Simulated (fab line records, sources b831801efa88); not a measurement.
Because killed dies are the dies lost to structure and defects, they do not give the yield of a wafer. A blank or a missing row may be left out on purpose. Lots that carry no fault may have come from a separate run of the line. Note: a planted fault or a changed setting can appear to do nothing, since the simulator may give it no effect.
fab line records    flow gf180mcu
[record] lots = 14  wafers = 42  last-day = 34
route steps=602 shown SALICIDE@286 V1@337 M2@364
lots that met no fault: taken from a fault-free run of the same line
start-h: hours from the record's opening day to when the first of the lot's shown wafers began    wait-h: time in hours since the lot's previous step    " repeats the value in the row above    L1.1+2: a single row standing in for several wafers    - no value, or no start was given    * or withheld: withheld    < > ~ a bound
route shown NAME@n: names a module that has steps shown in the file, with the first one's number in the route    usual: mean/standard deviation taken from wafers without a fault    same: alike in all rows    chamber/n: place in a boat    sites: per-site readings    _std_site: the standard deviation of these    _edge_site: mean of outer sites minus mean of inner sites    radius-mm: for every site, how far away it sits from the centre of the wafer    mask NAME#n: copy n    behind: the most recent tool/chamber to have shaped the wafer    hold: what put the lot on hold/how long, in hours/how the hold closed    device: which transistor (n, p or np) failed to switch    end of line: tests run on the same wafers once the route is complete    a step without rows: its recipe alone    killed: dies lost to structure and defects at the first sort, not the wafer's yield    map: dies across one wafer; x = killed, . = not, _ = none there
set.NAME: the run value of the setting; set.NAME@STEP: its run value at that earlier step    model.NAME: the simulator's own value behind a step, which no gauge read
steps of the route over a sample of lots; a table a step, a row a wafer
services: when a tool's chamber went out of use (start-h, in hours from the record's first day, below 0 if earlier), for how many hours, and the reason
[[steps]]
[step GF_SALICIDE_RTA_08]
[recipe] temp-c = 800  time-s = 30  ambient = N2
[usual] chamber-o2-ppm = 2.002/0.023  lamp-power-pct = 18.7/0.32  wafer_temp_C_max = 802.8/0.63
lot.wafer  tool           chamber  start-h  wait-h  chamber-o2-ppm  lamp-power-pct  wafer_temp_C_max
L465.1     rtp-anneal-01  0        338.95   0.0     1.990           19.0            803.5
L465.3     "              0        "        "       2.007           19.0            802.6
L465.5     "              0        "        "       2.006           19.0            801.9
L467.3     rtp-anneal-01  0        357.99   0.0     1.986           19.0            802.6
L467.5     "              0        "        "       1.971           19.0            803.0
L467.6     "              0        "        "       1.994           19.0            802.7
L469.2     rtp-anneal-01  0        375.87   0.0     2.025           19.0            802.7
L469.3     "              0        "        "       2.012           19.0            802.4
L469.6     "              0        "        "       2.017           19.0            803.0
L470.3     rtp-anneal-01  0        383.01   0.0     2.005           19.0            804.5
L470.5     "              0        "        "       1.986           19.0            802.2
L470.6     "              0        "        "       1.991           19.0            802.9
L471.2     rtp-anneal-02  0        392.71   0.0     1.999           18.4            802.3
L471.4     "              0        "        "       1.996           18.4            802.5
L471.5     "              0        "        "       2.030           18.3            802.5
L472.1     rtp-anneal-01  0        398.43   0.0     1.986           19.0            803.5
L472.2     "              0        "        "       2.013           19.0            803.0
L472.4     "              0        "        "       1.988           19.1            803.9
L476.2     rtp-anneal-02  0        439.62   0.0     2.004           18.4            803.2
L476.3     "              0        "        "       1.983           18.4            801.4
L476.6     "              0        "        "       2.003           18.4            801.6
L478.1     rtp-anneal-01  0        454.71   0.0     2.020           19.0            803.4
L478.4     "              0        "        "       2.015           19.0            803.5
L478.5     "              0        "        "       2.030           19.0            804.2
L479.1     rtp-anneal-01  0        462.16   0.0     1.986           19.0            802.1
L479.4     "              0        "        "       1.989           19.0            802.3
L479.5     "              0        "        "       1.989           19.0            801.8
L481.2     rtp-anneal-02  0        480.00   0.0     2.036           18.4            802.9
L481.3     "              0        "        "       2.041           18.4            803.3
L481.6     "              0        "        "       2.019           18.4            804.0
L483.1     rtp-anneal-01  0        494.44   0.0     1502.0          19.0            803.0
L483.2     "              0        "        "       1502.0          19.1            803.1
L483.3     "              0        "        "       1502.0          19.0            801.9
L484.1     rtp-anneal-01  0        501.94   0.0     1502.0          19.0            803.1
L484.3     "              0        "        "       1502.0          19.0            802.2
L484.6     "              0        "        "       1502.0          19.0            802.7
L487.2     rtp-anneal-02  0        525.85   0.0     1.989           18.4            803.6
L487.3     "              0        "        "       1.989           18.4            802.7
L487.4     "              0        "        "       1.987           18.4            803.2
L488.4     rtp-anneal-02  0        530.60   0.1     1.991           18.4            802.6
L488.5     "              0        "        "       1.970           18.4            802.2
L488.6     "              0        "        "       2.007           18.3            802.8
[step GF_V1_CVD_02]
[recipe] material = SiO2  target-thk-nm = 850  precursor = TEOS  temp-c = 400  time-s = 94.851  rf-w = 600
[usual] heater-power-w = 648/94
lot.wafer  tool      chamber  start-h  wait-h  heater-power-w
L465.1     pecvd-02  1        386.57   0.1     686
L465.3     "         0        "        "       661
L465.5     "         0        "        "       522
L467.3     pecvd-03  0        407.22   0.0     746
L467.5     "         0        "        "       779
L467.6     "         2        "        "       604
L469.2     pecvd-04  0        425.95   0.0     783
L469.3     "         1        "        "       554
L469.6     "         1        "        "       560
L470.3     pecvd-04  1        433.32   0.0     538
L470.5     "         2        "        "       677
L470.6     "         1        "        "       550
L471.2     pecvd-04  2        443.96   0.0     679
L471.4     "         1        "        "       450
L471.5     "         2        "        "       558
L472.1     pecvd-02  1        449.52   0.1     630
L472.2     "         2        "        "       736
L472.4     "         2        "        "       579
L476.2     pecvd-02  2        490.18   0.0     734
L476.3     "         1        "        "       668
L476.6     "         0        "        "       529
L478.1     pecvd-04  0        506.36   0.1     667
L478.4     "         1        "        "       532
L478.5     "         2        "        "       645
L479.1     pecvd-03  1        513.03   0.1     676
L479.4     "         0        "        "       762
L479.5     "         2        "        "       571
L481.2     pecvd-03  2        530.87   0.0     534
L481.3     "         0        "        "       773
L481.6     "         1        "        "       639
L483.1     pecvd-02  2        544.48   0.1     648
L483.2     "         0        "        "       653
L483.3     "         1        "        "       602
L484.1     pecvd-04  2        551.28   0.1     679
L484.3     "         0        "        "       809
L484.6     "         1        "        "       526
L487.2     pecvd-02  2        574.30   0.0     687
L487.3     "         0        "        "       621
L487.4     "         2        "        "       708
L488.4     pecvd-04  0        578.80   0.1     669
L488.5     "         2        "        "       683
L488.6     "         1        "        "       565
[step GF_V1_CVD_23]
[recipe] material = W  target-thk-nm = 350  time-s = 105.05  temp-c = 400  pressure-torr = 40
[usual] heater-power-w = 888/100
lot.wafer  tool      chamber  start-h  wait-h  heater-power-w
L465.1     cvd-w-01  0        410.79   0.0     1043
L465.3     "         1        "        "       850
L465.5     "         1        "        "       871
L467.3     cvd-w-01  0        431.89   0.1     1006
L467.5     "         1        "        "       887
L467.6     "         0        "        "       1028
L469.2     cvd-w-02  0        451.70   0.0     856
L469.3     "         0        "        "       825
L469.6     "         0        "        "       820
L470.3     cvd-w-01  0        459.47   0.1     1015
L470.5     "         1        "        "       865
L470.6     "         0        "        "       1022
L471.2     cvd-w-02  0        469.58   0.0     810
L471.4     "         1        "        "       743
L471.5     "         1        "        "       737
L472.1     cvd-w-02  0        474.32   0.0     834
L472.2     "         1        "        "       748
L472.4     "         0        "        "       848
L476.2     cvd-w-01  0        515.49   0.0     1040
L476.3     "         1        "        "       890
L476.6     "         1        "        "       870
L478.1     cvd-w-01  1        530.90   0.0     878
L478.4     "         0        "        "       1036
L478.5     "         1        "        "       860
L479.1     cvd-w-01  1        537.68   0.0     894
L479.4     "         1        "        "       870
L479.5     "         1        "        "       881
L481.2     cvd-w-01  0        555.17   0.1     1031
L481.3     "         0        "        "       1065
L481.6     "         0        "        "       1039
L483.1     cvd-w-02  0        567.95   0.0     820
L483.2     "         1        "        "       775
L483.3     "         0        "        "       834
L484.1     cvd-w-01  1        575.11   0.0     871
L484.3     "         0        "        "       1040
L484.6     "         1        "        "       869
L487.2     cvd-w-02  1        597.35   0.0     752
L487.3     "         0        "        "       825
L487.4     "         1        "        "       759
L488.4     cvd-w-01  1        601.98   0.1     883
L488.5     "         0        "        "       1022
L488.6     "         1        "        "       871
[step GF_M2_SPUTTER_02]
[recipe] material = AlCu  target-thk-nm = 450  power-w = 10600  time-s = 23.9  chamber-pressure-pa = 0.4
[usual] throttle-valve-pct = 29.8/1.1
lot.wafer  tool            chamber  start-h  wait-h  throttle-valve-pct
L465.1     pvd-sputter-02  -        411.51   0.0     30.2
L465.3     "               -        "        "       29.8
L465.5     "               -        "        "       29.8
L467.3     pvd-sputter-02  -        432.58   0.0     29.8
L467.5     "               -        "        "       30.7
L467.6     "               -        "        "       30.0
L469.2     pvd-sputter-02  -        452.43   0.0     30.3
L469.3     "               -        "        "       29.8
L469.6     "               -        "        "       30.5
L470.3     pvd-sputter-04  -        460.16   0.0     30.9
L470.5     "               -        "        "       27.1
L470.6     "               -        "        "       29.8
L471.2     pvd-sputter-02  -        470.30   0.0     30.3
L471.4     "               -        "        "       31.0
L471.5     "               -        "        "       29.6
L472.1     pvd-sputter-04  -        475.13   0.0     30.4
L472.2     "               -        "        "       29.7
L472.4     "               -        "        "       30.7
L476.2     pvd-sputter-03  -        516.22   0.0     29.2
L476.3     "               -        "        "       31.4
L476.6     "               -        "        "       28.9
L478.1     pvd-sputter-03  -        531.63   0.0     29.2
L478.4     "               -        "        "       28.2
L478.5     "               -        "        "       29.1
L479.1     pvd-sputter-03  -        538.41   0.0     28.4
L479.4     "               -        "        "       31.3
L479.5     "               -        "        "       28.5
L481.2     pvd-sputter-02  -        555.96   0.0     30.0
L481.3     "               -        "        "       30.5
L481.6     "               -        "        "       30.4
L483.1     pvd-sputter-04  -        568.67   0.0     29.7
L483.2     "               -        "        "       30.6
L483.3     "               -        "        "       30.8
L484.1     pvd-sputter-04  -        576.02   0.0     30.4
L484.3     "               -        "        "       30.9
L484.6     "               -        "        "       30.7
L487.2     pvd-sputter-03  -        598.08   0.0     28.8
L487.3     "               -        "        "       31.2
L487.4     "               -        "        "       30.6
L488.4     pvd-sputter-03  -        602.67   0.0     28.3
L488.5     "               -        "        "       28.1
L488.6     "               -        "        "       30.9
[[services]]
tool            chamber  start-h  hours  kind
pvd-sputter-02  -        328.95   5.5    repair
pecvd-04        -        341.89   2.8    pm
cvd-w-01        -        351.82   2.8    pm
pecvd-04        2        368.80   4.4    repair
pecvd-02        -        368.88   14.0   pm
cvd-w-01        -        390.00   14.0   pm
cvd-w-01        -        396.79   1.3    repair
cvd-w-02        0        399.79   9.9    repair
pvd-sputter-02  -        401.15   5.3    repair
cvd-w-02        -        404.00   6.9    pm
pvd-sputter-03  -        417.67   23.2   repair
rtp-anneal-02   -        443.51   2.6    pm
pecvd-03        -        450.69   6.0    pm
pvd-sputter-03  -        458.79   3.7    repair
pecvd-03        2        459.66   2.8    repair
pvd-sputter-03  -        460.62   4.5    repair
cvd-w-01        -        514.31   0.6    repair
pvd-sputter-02  -        532.31   4.7    repair
cvd-w-01        -        536.11   1.2    repair
rtp-anneal-01   -        536.72   7.9    pm
pvd-sputter-03  -        541.15   1.8    repair
cvd-w-01        1        549.05   6.4    repair
cvd-w-02        1        556.51   6.4    repair
pecvd-03        -        571.25   14.6   pm
[[key]]
[first-sign] step = GF_SALICIDE_RTA_08  reading = chamber-o2-ppm  direction = up  sigmas = 99+  usual = 2.002  struck = 1502.0
effect none on later readings
met-at GF_SALICIDE_RTA_08
struck-lots L483,L484
tester-left-out L483,L484
not-acting-at GF_V1_CVD_02,GF_V1_CVD_23,GF_M2_SPUTTER_02
onset-between 462.16 494.44
[fault] kind = process-parameter-drift  tool = rtp-anneal-01  chamber = -  onset-h = 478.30  steps = GF_SALICIDE_RTA_08  channel = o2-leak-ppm  offset = 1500  shape = step  end-h = 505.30
// tester-left-out: of these lots the tester's yield and bins aren't shown, on N5 and GAA mostly nor the transistor test; their killed dies are dies lost to structure and defects alone, not to doping, threshold or leakage, so they don't give the yield
